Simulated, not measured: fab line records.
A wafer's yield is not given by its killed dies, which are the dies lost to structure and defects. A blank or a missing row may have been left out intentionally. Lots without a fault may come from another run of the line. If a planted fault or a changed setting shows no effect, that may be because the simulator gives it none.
Comparing a struck lot with a sound one || flow sky130 || 22 steps out of a route of 708
Sound: wafers L790.4, L790.5, L790.6. The struck wafers were L804.1, L804.3, L804.5. The cause is given at the end.
Each step with rows lists, per side, the tool, then ch with its chambers, then its first start. Under that, the readings that differ: sound wafers || struck wafers || difference of the means || sigmas: that difference in standard deviations of wafers without a fault.
alike: readings with means less than 2 such deviations apart, plus words and numbers identical on both sides. not compared: withheld readings, readings lacking a value on some wafer, bounds such as >300 that could conceal the same value, and numbers that have no deviation in the record and whose values overlap.
The two part at a step that has a row with sigmas, a row that says differs or no value, or rows on one side only. Non-overlapping numbers with no deviation appear without sigmas and do not part them. Lack of a reading on every wafer of one side parts them only where that side has two or more wafers.

first, 5 steps without rows for these wafers: SKY_LDD_P_COAT_02 (resist thk 1140 nm); SKY_LDD_P_SOFTBAKE_03 (time 60 s); SKY_LDD_P_EXPOSE_04 (exposes mask PSDM, target cd 380 nm); SKY_LDD_P_PEB_05; SKY_LDD_P_DEVELOP_06 (develop time 60 s).
SKY_LDD_P_CD_MEAS_07: target cd 380 nm.
  sound: cd sem-02 at day 20 08:02; struck: cd sem-02 at day 24 23:25
  alike: cd nm
SKY_LDD_P_OVL_MEAS_08:
  sound: overlay-01 at day 20 08:07; struck: overlay-01 at day 24 23:32
  alike: LDD_P_OVL
next, for these wafers, 1 step has no rows: SKY_LDD_P_IMPLANT_09.
SKY_LDD_P_STRIP_10: strips in O2/N2.
  sound on plasma asher-02 ch 0,1, day 20 08:19; struck on plasma asher-03 ch 0,1, day 24 23:43
  alike: drypump motor current A, oes product au, strip time to endpoint s
  not compared: rf hours counter h
SKY_LDD_P_TW_MEAS_11:
  sound: film metro-01 at day 20 08:25; struck: film metro-01 at day 24 23:49
  alike: LDD_P_TW
then, 2 steps without rows for these wafers: SKY_LDD_HVN_DEHYDRATE_00 (time 60 s); SKY_LDD_HVN_HMDS_01 (prime time 60 s).
SKY_LDD_HVN_COAT_02: resist thk 300 nm.
  sound on litho track-01 ch 0, day 20 22:25; struck on litho track-01 ch 0, day 25 14:47
{"reading": "model.NOVOLAK_of_LDD_HVN_COAT_02.thk nm (nm)", "sound": "301.1 300.9 301", "struck": "293.3 292.8 292.4", "difference": -8.2, "sigmas": ""}
then, 3 steps without rows for these wafers: SKY_LDD_HVN_SOFTBAKE_03 (time 60 s); SKY_LDD_HVN_EXPOSE_04 (exposes mask HVNTM, target cd 700 nm); SKY_LDD_HVN_PEB_05.
SKY_LDD_HVN_DEVELOP_06: develop time 60 s.
  sound on litho track-02 ch 0, day 21 14:41; struck on litho track-03 ch 0, day 26 05:20
{"reading": "model.NOVOLAK_of_LDD_HVN_COAT_02.thk nm (nm)", "sound": "300.7 300.5 300.6", "struck": "292.9 292.4 292", "difference": -8.2, "sigmas": ""}
SKY_LDD_HVN_OVL_MEAS_07:
  sound: overlay-02 at day 21 14:47; struck: overlay-02 at day 26 05:29
  alike: LDD_HVN_OVL
next, for these wafers, 1 step has no rows: SKY_LDD_HVN_IMPLANT_08.
SKY_LDD_HVN_STRIP_09: strips in O2/N2.
  sound on plasma asher-03 ch 0,1, day 21 14:59; struck on plasma asher-03 ch 0,1, day 26 05:40
{"reading": "strip time to endpoint s (s)", "sound": "4.160 4.156 4.151", "struck": "4.062 4.037 4.030", "difference": -0.113, "sigmas": -8}
  alike: drypump motor current A, oes product au
  not compared: rf hours counter h
SKY_LDD_HVN_TW_MEAS_10:
  sound: film metro-01 at day 21 15:05; struck: film metro-01 at day 26 05:46
  alike: LDD_HVN_TW
SKY_PAD_OPEN_PROBE_99:
  the record holds rows for the sound wafers here (prober-02, day 46 16:00) but none for the struck ones

== WHERE THEY PART ==
Last at SKY_PAD_OPEN_PROBE_99 as far as this record goes, first at SKY_LDD_HVN_STRIP_09.

WHY: whatever the simulator had introduced
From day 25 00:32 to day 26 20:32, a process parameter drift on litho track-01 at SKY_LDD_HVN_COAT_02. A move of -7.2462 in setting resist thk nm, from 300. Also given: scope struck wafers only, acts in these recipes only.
